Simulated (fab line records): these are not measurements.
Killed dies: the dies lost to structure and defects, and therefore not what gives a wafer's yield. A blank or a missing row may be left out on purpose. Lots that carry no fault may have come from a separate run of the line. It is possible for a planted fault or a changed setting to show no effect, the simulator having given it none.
The tool behind it: which one? | flow sky130 | 6 lots with 18 wafers sampled at 2 steps, on a route of 708 steps

== WHAT THE GAUGES READ, wafer by wafer ==
SKY_LDD_HVN_OVL_MEAS_07.
lot  | measured     | on         | LDD_HVN_OVL (nm)
L989 | day 20 21:15 | overlay-01 | 1.6 0.4 0.2
L991 | day 21 23:36 | overlay-01 | 1.6 1.0 -0.1
L994 | day 23 01:24 | overlay-02 | -1.5 0.1 -1.0
L997 | day 23 22:56 | overlay-02 | -0.2 -1.7 -1.1
L106 | day 26 23:38 | overlay-02 | 0.5 0.6 1.3
L110 | day 28 09:00 | overlay-01 | 3.4 3.1 1.3

== WHAT TOOL EACH LOT RAN ON (gives the tool, then ch and the chambers of the sampled wafers, and finally the start) ==
lot  | SKY_LDD_HVN_EXPOSE_04
L989 | iline_stepper-02 ch 0, day 20 06:31
L991 | iline_stepper-02 ch 0, day 21 07:53
L994 | iline_stepper-02 ch 0, day 22 10:07
L997 | iline_stepper-02 ch 0, day 23 07:36
L106 | iline_stepper-02 ch 0, day 26 09:24
L110 | iline_stepper-02 ch 0, day 27 19:19
- SKY_LDD_HVN_EXPOSE_04: exposes mask HVNTM, target cd 700 nm.

== THE ANSWER, worked out from the rows above alone ==
Rule: the lots themselves supply what counts as usual. Put in order of their means at a reading, lots are off if they are a third of the lots or fewer, leave a main group of 4 or more, and stand apart from it by a gap of 3 or more times the standard deviation of the main group's means; of several such gaps the widest counts. A main group is skipped when, at the precision printed for the reading in the tables above, its means are all equal. Also off: a lot with no number at a reading for which 4 or more lots have one. Where the step has rows for the other lots, those lots are counted as sound.
Across all readings shown, no lot is off: no conclusion can be drawn from this.

== WHAT WAS PUT IN BY THE SIMULATOR ==
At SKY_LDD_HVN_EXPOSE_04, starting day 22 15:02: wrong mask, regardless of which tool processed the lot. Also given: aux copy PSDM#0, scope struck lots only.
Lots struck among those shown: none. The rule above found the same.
